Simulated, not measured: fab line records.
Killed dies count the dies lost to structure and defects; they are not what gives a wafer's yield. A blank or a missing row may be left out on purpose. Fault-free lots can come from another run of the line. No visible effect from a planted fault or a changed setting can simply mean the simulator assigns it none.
A struck lot beside a sound one ; flow sky130 ; 37 out of 708 route steps
Sound: the wafers L755.2, L755.3, L755.4. Struck: wafers L765.2, L765.4, L765.5. The cause is given at the end.
At each step with rows: each side's tool, then ch and its chambers, then its first start. Under that, the readings that differ: sound wafers ; struck wafers ; difference of the means ; sigmas: that difference in standard deviations of wafers without a fault.
alike: a reading whose means differ by less than 2 such deviations, as well as words and numbers matching on both sides. not compared: withheld readings; readings where some wafer has no value; bounds like >300 that might hide an equal value; numbers whose values overlap and for which the record gives no deviation.
The two part at a step that has a row with sigmas, a row that says differs or no value, or rows on one side only. Numbers that don't overlap but have no deviation are shown without sigmas and don't part them. A reading missing from all wafers of one side parts the sides only when that side holds two or more wafers.

first, 10 steps without rows for these wafers: SKY_LDD_LDN_SOFTBAKE_03 (time 60 s); SKY_LDD_LDN_EXPOSE_04 (exposes mask LDNTM, target cd 700 nm); SKY_LDD_LDN_PEB_05; SKY_LDD_LDN_DEVELOP_06 (develop time 60 s); SKY_LDD_LDN_IMPLANT_08; SKY_LDD_LDN_IMPLANT_09; SKY_LDD_LDN_IMPLANT_10; SKY_LDD_LDN_IMPLANT_11; SKY_LDD_LDN_STRIP_12 (strips in O2/N2); SKY_LDD_LDN_CLEAN_14 (cleans in SC1/SC2, time 150 s).
SKY_SPACER_CVD_00: deposits Si3N4 from DCS/NH3, target thk 43.1 nm, time 740 s.
  sound on lpcvd-02 ch 0, day 24 20:50; struck on lpcvd-02 ch 0, day 28 08:26
reading;sound;struck;difference;sigmas
spike_tc_bottom_C (C);789.6 789.8 787.6;782.7 781.8 782.4;-6.7;-4
spike_tc_centre_C (C);771.3 769.6 770.8;762.9 764.4 764.9;-6.5;-4
spike_tc_lower_C (C);770.7 771.0 771.6;762.1 761.3 764.2;-8.6;-9
spike_tc_top_C (C);787.9 789.2 789.5;781.5 782.1 779.9;-7.7;-7
spike_tc_upper_C (C);773.3 773.2 771.1;765.6 765.4 765.6;-7.0;-4
model.Si3N4_of_SPACER_CVD_00.thk_nm (nm);42.97 43 42.81;37.28 36.83 37.2;-5.82;
  alike: susceptor_temp_C
SKY_SPACER_THK_MEAS_01:
  sound on film_metro-04, day 24 22:03; struck on film_metro-04, day 28 10:15
reading;sound;struck;difference;sigmas
SPACER_CVD_00_THK (nm);43.0 43.0 42.8;37.3 36.9 37.2;-5.8;-13
SKY_SPACER_ETCHBACK_02: etches Si3N4 in CH3F/O2, stops on SiO2, time 46.7 s, target depth 45 nm.
  sound on rie_diel-03 ch 0,1,3, day 24 22:06; struck on rie_diel-04 ch 1,2, day 28 10:18
reading;sound;struck;difference;sigmas
oes_product_au (a.u.);0.854 0.856 0.852;0.795 0.783 0.789;-0.065;-10
model.etch.depth_nm (nm);42.97 43 42.81;37.28 36.83 37.2;-5.82;
  alike: drypump_motor_current_A, throttle_valve_pct
  not compared: rf_hours_counter_h
then, 22 steps without rows for these wafers: SKY_POLY_CUT_DEHYDRATE_00 (time 60 s); SKY_POLY_CUT_HMDS_01 (prime time 60 s); SKY_POLY_CUT_COAT_02 (resist thk 60 nm); SKY_POLY_CUT_COAT_03 (resist thk 450 nm); SKY_POLY_CUT_SOFTBAKE_04 (time 90 s); SKY_POLY_CUT_EXPOSE_05 (exposes mask NPCM, target cd 270 nm); SKY_POLY_CUT_PEB_06; SKY_POLY_CUT_DEVELOP_07 (develop time 60 s); SKY_POLY_CUT_ETCH_10 (etches BARC in N2/H2, stops on SiO2, time 45.9 s, target depth 60 nm); SKY_POLY_CUT_ETCH_11 (etches Si3N4 in CF4/CH2F2/Ar, stops on poly-Si, time 42.5 s, target depth 60 nm); SKY_POLY_CUT_STRIP_12 (strips in O2/N2); SKY_SD_P_DEHYDRATE_00 (time 60 s); SKY_SD_P_HMDS_01 (prime time 60 s); SKY_SD_P_COAT_02 (resist thk 1140 nm); SKY_SD_P_SOFTBAKE_03 (time 60 s); SKY_SD_P_EXPOSE_04 (exposes mask PSDM, target cd 380 nm); SKY_SD_P_PEB_05; SKY_SD_P_DEVELOP_06 (develop time 60 s); SKY_SD_P_IMPLANT_09; SKY_SD_P_STRIP_10 (strips in O2/N2); SKY_RES_XHIGH_DEHYDRATE_00 (time 60 s); SKY_RES_XHIGH_HMDS_01 (prime time 60 s).
-- the record jumps here: 5 days lie between the struck wafers' starts before and after (it left off in module RES_XHIGH and takes up again in module SALICIDE, whose first step shown is number 361 of the route) --
SKY_SALICIDE_CLEAN_00: cleans in HF-last, time 30 s.
  sound on wet_bench-02 ch 3, day 29 16:38; struck on wet_bench-03 ch 0, day 32 23:20
reading;sound;struck;difference;sigmas
model.Si3N4_of_SPACER_CVD_00.thk_nm (nm);41.99 42.02 41.83;36.29 35.84 36.21;-5.83;
-- the record jumps here: 16 days lie between the struck wafers' starts before and after (it left off in module SALICIDE and takes up again in module PAD_OPEN, whose first step shown is number 708 of the route) --
SKY_PAD_OPEN_PROBE_99:
  sound on prober-02, day 46 22:11; struck on prober-02, day 49 04:30
reading;sound;struck;difference;sigmas
model.etest.pfet_01v8.r_on_ohm_um;2786 2930 2852;2768 2688 2698;-138;
model.etest.pfet_01v8.drive_ua_um;200.6 190.7 194;201.8 209 208.3;+11.3;
model.etest.pfet_01v8.off_log10_a_um;-9.475 -10.21 -9.839;-9.386 -8.993 -9.007;+0.713;
  alike: killed_at_M0_to_M3, killed_at_M4_up, killed_at_contacts, killed_at_front_end, killed_at_other, killed_dies, killed_open, killed_short
  not compared: model.etest.sonos_uncharged.r_on_ohm_um, model.etest.sram_pfet_latch.drive_ua_um, model.etest.pfet_01v8_hvt.drive_ua_um, model.etest.pfet_01v8_mvt.drive_ua_um, model.etest.pfet_01v8_lvt.drive_ua_um

## WHERE THEY PART
At SKY_SPACER_CVD_00 first; at SKY_SPACER_ETCHBACK_02 last (within this record only). Later steps at which nothing parts them and some readings are alike: SKY_PAD_OPEN_PROBE_99.

WHY: what the simulator had put in
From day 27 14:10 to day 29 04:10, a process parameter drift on lpcvd-02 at SKY_SPACER_CVD_00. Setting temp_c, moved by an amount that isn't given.
